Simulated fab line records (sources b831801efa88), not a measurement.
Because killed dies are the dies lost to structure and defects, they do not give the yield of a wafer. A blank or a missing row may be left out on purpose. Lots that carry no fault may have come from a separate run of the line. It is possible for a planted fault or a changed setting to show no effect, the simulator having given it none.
One fault through the eyes of 2 desks || flow sky130 || every desk sees just its own numbers, and what lay behind them comes last

## METROLOGY DESK
What the gauges read for every lot (on any tool): the sampled wafers with a number, averaged. Marked OUT: a lot whose mean sits more than 4 standard deviations from the usual mean, which makes it out of limits; the brackets give that distance.
Columns: A = VIA1_W_RS at SKY_VIA1_RS_MEAS_22, usual 0.426 ohm/sq; B = VIA1_W_THK at SKY_VIA1_THK_MEAS_23, usual 265 nm; C = METAL2_ALCU_RS at SKY_METAL2_RS_MEAS_05, usual 0.1264 ohm/sq; D = METAL2_ALCU_THK at SKY_METAL2_THK_MEAS_06, usual 247.6 nm; E = cd nm at SKY_METAL2_CD_MEAS_15, usual 139.8 nm; F = METAL2_OVL at SKY_METAL2_OVL_MEAS_16, usual 5 nm
{"lot": "L125", "first seen here": "day 36 03:22", "A": 0.422, "B": 270, "C": 0.1289, "D": 244.2, "E": 140.4, "F": 2}
{"lot": "L124", "first seen here": "day 36 03:40", "A": 0.435, "B": 254, "C": 0.1250, "D": 247.8, "E": 139.6, "F": -1}
{"lot": "L128", "first seen here": "day 36 06:07", "A": 0.434, "B": 261, "C": 0.1269, "D": 246.4, "E": 139.0, "F": 8}
{"lot": "L138", "first seen here": "day 39 09:22", "A": 0.428, "B": 264, "C": 0.1265, "D": 249.0, "E": 138.8, "F": 9}
{"lot": "L140", "first seen here": "day 39 19:40", "A": 0.427, "B": 266, "C": 0.1240, "D": 252.6, "E": 141.0, "F": -1}
{"lot": "L142", "first seen here": "day 40 04:47", "A": 0.425, "B": 267, "C": 0.1273, "D": 244.4, "E": 140.4, "F": 6}
This desk's verdict: no lot among the 6 shows anything out of limits.

## THE TOOL OWNER'S DESK: pvd sputter-01
At SKY_METAL2_SPUTTER_04 (material TiN, target thk 70 nm, time 58.3 s) the tool's own readings: per lot run on this tool, the mean of the sampled wafers that have a number. Marked OUT: a lot whose mean sits more than 4 standard deviations from the usual mean, which makes it out of limits; the brackets give that distance.
Columns: A = cathode dc power W at SKY_METAL2_SPUTTER_04, usual 6499.9 W; B = throttle valve pct at SKY_METAL2_SPUTTER_04, usual 30.1 %
{"lot": "L124", "first seen here": "day 36 04:14", "A": 6500.7, "B": 29.3}
{"lot": "L140", "first seen here": "day 39 20:13", "A": 6500.9, "B": 29.4}
{"lot": "L142", "first seen here": "day 40 05:20", "A": 6500.4, "B": 30.2}
This desk's verdict: no lot among the 3 shows anything out of limits.

## BROUGHT TOGETHER
From the metrology desk's view, nothing was out of limits.
The desk of the tool owner found nothing out of limits.

## WHAT THE SIMULATOR HAD PUT IN
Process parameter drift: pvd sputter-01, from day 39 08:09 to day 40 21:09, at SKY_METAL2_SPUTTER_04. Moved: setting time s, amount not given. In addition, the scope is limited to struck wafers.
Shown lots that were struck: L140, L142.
